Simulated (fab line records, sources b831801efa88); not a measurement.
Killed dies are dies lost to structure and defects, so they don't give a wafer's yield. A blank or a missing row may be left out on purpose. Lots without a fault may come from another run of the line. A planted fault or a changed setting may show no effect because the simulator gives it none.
Problem report in the 8D (eight disciplines) form, filled by code | flow sky130 | the parts of the form that need people (team, actions taken, sign-off) are left out

1. THE PROBLEM
LDD_HVN_TW at SKY_LDD_HVN_TW_MEAS_10 reads a mean of 1395 on 6 wafers of 2 lots; wafers without a fault read 1449 with a standard deviation of 10. That is -5.4 standard deviations from the usual mean.
First seen on wafer L259.3, day 22 23:41, on film_metro-03. The record holds 36 wafers of 12 lots with a number at this step. Rule for "out", or "out of limits": more than 4 standard deviations from the usual mean. The other wafers with a number count as sound.

2. WHAT IT IS AND WHAT IT IS NOT
question                    | is                           | is not
which readings at this step | LDD_HVN_TW                   | -
which lots                  | L259, L260                   | L253, L254, L255, L256, L267, L269, L270, L271, L273, L274
which wafers of those lots  | all that have a number       | -
read on which gauges        | film_metro-02, film_metro-03 | film_metro-04
when                        | from day 22 23:41            | up to then (12 sound wafers); but 18 sound wafers of L267, L269, L270, L271, L273, L274 came after

3. SUSPECTS, AND WHAT RULES EACH OUT
Counting: a tool at a process step up to the reading stays a suspect if it ran every lot that is out and no sound lot after the first of them.
- the gauge at SKY_LDD_HVN_TW_MEAS_10: ruled out. The wafers that are out were read on 2 gauges (film_metro-02, film_metro-03).
- implanter-04 at SKY_LDD_HVN_IMPLANT_08: ruled out as a lasting fault. Sound lots L271, L273, L274 ran on it after its first lot that is out, L259 (day 22 23:28).
Left after counting: nothing in the record.

4. THE CAUSE (what the simulator had put in)
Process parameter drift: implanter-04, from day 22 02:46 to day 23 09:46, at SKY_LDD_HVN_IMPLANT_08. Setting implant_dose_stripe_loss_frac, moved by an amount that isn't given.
Counting ruled it out, wrongly: the rule takes a fault to strike every lot that its tool runs from its start on, and this one did not.

5. THE CHAIN OF EFFECTS, in route order
Each row: a reading whose mean over the struck wafers that have a number lies more than 3 standard deviations from the usual. Only readings for which the record gives a usual standard deviation are gone through. hours: the time from each lot's start at the first step in this table that gives one to its start at this step, as a median over the lots. sigmas: the change in usual standard deviations.
hours | step                   | reading    | usual | on struck wafers | change | sigmas
0     | SKY_LDD_HVN_TW_MEAS_10 | LDD_HVN_TW | 1449  | 1395             | -54    | -5.4

6. WHAT WOULD HAVE CAUGHT IT SOONER
In this record the first reading out of limits at a measuring or inspecting step was taken at day 22 23:41, 21 hours after the fault began at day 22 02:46.
